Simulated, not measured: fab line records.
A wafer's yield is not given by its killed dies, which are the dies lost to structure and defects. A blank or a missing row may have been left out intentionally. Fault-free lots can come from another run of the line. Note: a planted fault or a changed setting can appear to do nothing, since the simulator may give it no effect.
Check of tool commonality || flow gf180mcu || 12 lots, 34 wafers sampled

THE REASON FOR OPENING IT
Of 12 lots, 2 have the reading NSD_TW flagged at GF_NSD_TW_MEAS_12. No-fault wafers: 4217, standard deviation 18.
Rule: a lot gets a flag if all its wafers with a number sit over 4 standard deviations from that mean, or if no wafer of it has a number. As for the other lots, they are considered sound.

{"lot": "L744", "measured": "day 14 09:23", "on": "film_metro-01", "NSD_TW, wafer by wafer": "30 30 30", "flag": "FLAGGED"}
{"lot": "L746", "measured": "day 15 02:04", "on": "film_metro-01", "NSD_TW, wafer by wafer": "30 30 30", "flag": "FLAGGED"}
{"lot": "L749", "measured": "day 16 03:02", "on": "film_metro-03", "NSD_TW, wafer by wafer": "4210 4211 4214", "flag": ""}
{"lot": "L754", "measured": "day 17 19:44", "on": "film_metro-04", "NSD_TW, wafer by wafer": "4219 4197 4196", "flag": ""}
{"lot": "L755", "measured": "day 18 04:25", "on": "film_metro-04", "NSD_TW, wafer by wafer": "4207 4223 4231", "flag": ""}
{"lot": "L756", "measured": "day 18 09:43", "on": "film_metro-01", "NSD_TW, wafer by wafer": "4232 4216 4205", "flag": ""}
{"lot": "L759", "measured": "day 19 13:43", "on": "film_metro-01", "NSD_TW, wafer by wafer": "4254 4250 4253", "flag": ""}
{"lot": "L760", "measured": "day 19 20:49", "on": "film_metro-01", "NSD_TW, wafer by wafer": "4239 4226 4225", "flag": ""}
{"lot": "L761", "measured": "day 20 05:37", "on": "film_metro-04", "NSD_TW, wafer by wafer": "4217 4232", "flag": ""}
{"lot": "L762", "measured": "day 20 09:27", "on": "film_metro-03", "NSD_TW, wafer by wafer": "4177 4191 4203", "flag": ""}
{"lot": "L763", "measured": "day 20 21:47", "on": "film_metro-04", "NSD_TW, wafer by wafer": "4235 4224", "flag": ""}
{"lot": "L764", "measured": "day 21 03:59", "on": "film_metro-03", "NSD_TW, wafer by wafer": "4176 4186 4205", "flag": ""}
The numbers of the flagged lots are 30 on average: -4187 against the usual, or -99 or more standard deviations.

LOT BY LOT: THE TOOL USED
Before the reading, the record contains 3 process steps out of a 602-step route. Every cell lists first the tool, next ch and the chambers used by the sampled wafers, and last the start.
{"lot": "L744", "flag": "FLAGGED", "GF_HV_LDD_STRIP_49": "plasma_asher-01 ch 0,1, day 13 07:38", "GF_NSD_DEVELOP_06": "litho_track-01 ch 0, day 14 08:41", "GF_NSD_STRIP_11": "plasma_asher-04 ch 0,1, day 14 09:16"}
{"lot": "L746", "flag": "FLAGGED", "GF_HV_LDD_STRIP_49": "plasma_asher-03 ch 0, day 14 00:53", "GF_NSD_DEVELOP_06": "litho_track-01 ch 0, day 15 01:22", "GF_NSD_STRIP_11": "plasma_asher-02 ch 0,1, day 15 01:58"}
{"lot": "L749", "flag": "", "GF_HV_LDD_STRIP_49": "plasma_asher-03 ch 0,1, day 15 00:28", "GF_NSD_DEVELOP_06": "litho_track-03 ch 0, day 16 02:21", "GF_NSD_STRIP_11": "plasma_asher-02 ch 0, day 16 02:56"}
{"lot": "L754", "flag": "", "GF_HV_LDD_STRIP_49": "plasma_asher-02 ch 0,1, day 16 17:56", "GF_NSD_DEVELOP_06": "litho_track-01 ch 0, day 17 19:02", "GF_NSD_STRIP_11": "plasma_asher-03 ch 0,1, day 17 19:37"}
{"lot": "L755", "flag": "", "GF_HV_LDD_STRIP_49": "plasma_asher-01 ch 0,1, day 17 01:58", "GF_NSD_DEVELOP_06": "litho_track-01 ch 0, day 18 03:43", "GF_NSD_STRIP_11": "plasma_asher-03 ch 0,1, day 18 04:19"}
{"lot": "L756", "flag": "", "GF_HV_LDD_STRIP_49": "plasma_asher-02 ch 0,1, day 17 06:43", "GF_NSD_DEVELOP_06": "litho_track-04 ch 0, day 18 09:01", "GF_NSD_STRIP_11": "plasma_asher-04 ch 0,1, day 18 09:37"}
{"lot": "L759", "flag": "", "GF_HV_LDD_STRIP_49": "plasma_asher-01 ch 0,1, day 18 10:22", "GF_NSD_DEVELOP_06": "litho_track-04 ch 0, day 19 13:02", "GF_NSD_STRIP_11": "plasma_asher-04 ch 0,1, day 19 13:37"}
{"lot": "L760", "flag": "", "GF_HV_LDD_STRIP_49": "plasma_asher-03 ch 0, day 18 17:43", "GF_NSD_DEVELOP_06": "litho_track-04 ch 0, day 19 20:07", "GF_NSD_STRIP_11": "plasma_asher-04 ch 0,1, day 19 20:43"}
{"lot": "L761", "flag": "", "GF_HV_LDD_STRIP_49": "plasma_asher-03 ch 1, day 19 02:01", "GF_NSD_DEVELOP_06": "litho_track-04 ch 0, day 20 04:55", "GF_NSD_STRIP_11": "plasma_asher-04 ch 0,1, day 20 05:31"}
{"lot": "L762", "flag": "", "GF_HV_LDD_STRIP_49": "plasma_asher-01 ch 0,1, day 19 06:27", "GF_NSD_DEVELOP_06": "litho_track-03 ch 0, day 20 08:46", "GF_NSD_STRIP_11": "plasma_asher-02 ch 0,1, day 20 09:22"}
{"lot": "L763", "flag": "", "GF_HV_LDD_STRIP_49": "plasma_asher-03 ch 0, day 19 18:48", "GF_NSD_DEVELOP_06": "litho_track-01 ch 0, day 20 21:08", "GF_NSD_STRIP_11": "plasma_asher-03 ch 0, day 20 21:42"}
{"lot": "L764", "flag": "", "GF_HV_LDD_STRIP_49": "plasma_asher-03 ch 0,1, day 20 00:46", "GF_NSD_DEVELOP_06": "litho_track-01 ch 0, day 21 03:19", "GF_NSD_STRIP_11": "plasma_asher-03 ch 0,1, day 21 03:54"}
These steps, and what they do:
- GF_HV_LDD_STRIP_49: strips in O2/N2.
- GF_NSD_DEVELOP_06: develop time 60 s.
- GF_NSD_STRIP_11: strips in O2/N2.
- GF_NSD_TW_MEAS_12

FLAGGED OVER TOTAL, TOOL BY TOOL (the gauges that took the reading come last)
{"step": "GF_HV_LDD_STRIP_49", "tool": "plasma_asher-01", "lots run": 4, "flagged": 1, "share of the flagged lots": "some", "sound lots run after its first flagged lot": "3 (L755,L759,L762)"}
{"step": "GF_HV_LDD_STRIP_49", "tool": "plasma_asher-02", "lots run": 2, "flagged": 0, "share of the flagged lots": "none", "sound lots run after its first flagged lot": "-"}
{"step": "GF_HV_LDD_STRIP_49", "tool": "plasma_asher-03", "lots run": 6, "flagged": 1, "share of the flagged lots": "some", "sound lots run after its first flagged lot": "5 (L749,L760,L761,L763,L764)"}
{"step": "GF_NSD_DEVELOP_06", "tool": "litho_track-01", "lots run": 6, "flagged": 2, "share of the flagged lots": "all", "sound lots run after its first flagged lot": "4 (L754,L755,L763,L764)"}
{"step": "GF_NSD_DEVELOP_06", "tool": "litho_track-03", "lots run": 2, "flagged": 0, "share of the flagged lots": "none", "sound lots run after its first flagged lot": "-"}
{"step": "GF_NSD_DEVELOP_06", "tool": "litho_track-04", "lots run": 4, "flagged": 0, "share of the flagged lots": "none", "sound lots run after its first flagged lot": "-"}
{"step": "GF_NSD_STRIP_11", "tool": "plasma_asher-02", "lots run": 3, "flagged": 1, "share of the flagged lots": "some", "sound lots run after its first flagged lot": "2 (L749,L762)"}
{"step": "GF_NSD_STRIP_11", "tool": "plasma_asher-03", "lots run": 4, "flagged": 0, "share of the flagged lots": "none", "sound lots run after its first flagged lot": "-"}
{"step": "GF_NSD_STRIP_11", "tool": "plasma_asher-04", "lots run": 5, "flagged": 1, "share of the flagged lots": "some", "sound lots run after its first flagged lot": "4 (L756,L759,L760,L761)"}
{"step": "GF_NSD_TW_MEAS_12", "tool": "film_metro-01", "lots run": 5, "flagged": 2, "share of the flagged lots": "all", "sound lots run after its first flagged lot": "3 (L756,L759,L760)"}
{"step": "GF_NSD_TW_MEAS_12", "tool": "film_metro-03", "lots run": 3, "flagged": 0, "share of the flagged lots": "none", "sound lots run after its first flagged lot": "-"}
{"step": "GF_NSD_TW_MEAS_12", "tool": "film_metro-04", "lots run": 4, "flagged": 0, "share of the flagged lots": "none", "sound lots run after its first flagged lot": "-"}

WHAT IS ALLOWED BY THE TABLE
Rows of the table that ran all the flagged lots, 2 in number: litho_track-01 at GF_NSD_DEVELOP_06; film_metro-01 at GF_NSD_TW_MEAS_12.
- litho_track-01 at GF_NSD_DEVELOP_06 ran 6 lots, 2 of them flagged. Sound lots followed the first flagged one (L754, L755, L763, L764) on it, something a lasting fault affecting the whole tool could not allow.
- film_metro-01 at GF_NSD_TW_MEAS_12 ran 5 lots, 2 of them flagged. Sound lots followed the first flagged one (L756, L759, L760) on it, something a lasting fault affecting the whole tool could not allow.
None of the table's rows ran every flagged lot and, after the first, no sound lot.

WHAT THE SIMULATOR PUT IN
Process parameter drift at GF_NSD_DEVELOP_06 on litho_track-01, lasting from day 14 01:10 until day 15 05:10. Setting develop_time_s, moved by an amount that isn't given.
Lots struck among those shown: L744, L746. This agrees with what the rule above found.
